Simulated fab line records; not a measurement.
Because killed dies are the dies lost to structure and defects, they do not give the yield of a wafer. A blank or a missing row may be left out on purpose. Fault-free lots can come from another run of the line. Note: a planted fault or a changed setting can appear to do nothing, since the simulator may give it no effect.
Which tool was responsible?	flow sky130	6 lots (18 wafers sampled), 1 step of a 708-step route

== WHAT EACH GAUGE READ, for each wafer ==
SKY_POLY_GATE_THK_MEAS_01.
lot	measured	on	POLY_GATE_CVD_00_THK (nm)
L671	day 14 10:08	film metro-03	181.9 183.9 182.4
L682	day 17 20:15	film metro-01	180.5 179.7 178.8
L683	day 18 04:43	film metro-03	180.4 181.0 180.8
L686	day 19 07:07	film metro-03	179.8 178.8 179.8
L689	day 20 12:08	film metro-01	181.4 182.5 181.5
L692	day 21 11:27	film metro-01	182.6 180.2 182.2

== EACH LOT AND THE TOOL THAT RAN IT (in order: tool; ch and the chambers of the sampled wafers; start) ==
No process step before these readings appears in the record.

== THE ANSWER, worked out from the rows above alone ==
Rule: the lots themselves supply what counts as usual. Put in order of their means at a reading, lots are off if they are a third of the lots or fewer, leave a main group of 4 or more, and stand apart from it by a gap of 3 or more times the standard deviation of the main group's means; of several such gaps the widest counts. The tables above print the reading to a certain number of digits; a main group whose means all agree to those digits is not used. A lot without any number at a reading at which 4 lots or more have one is off too. Where the step has rows for the other lots, those lots are counted as sound.
None of the lots is off at any reading shown; this tells nothing.

== WHAT HAD BEEN PUT IN BY THE SIMULATOR ==
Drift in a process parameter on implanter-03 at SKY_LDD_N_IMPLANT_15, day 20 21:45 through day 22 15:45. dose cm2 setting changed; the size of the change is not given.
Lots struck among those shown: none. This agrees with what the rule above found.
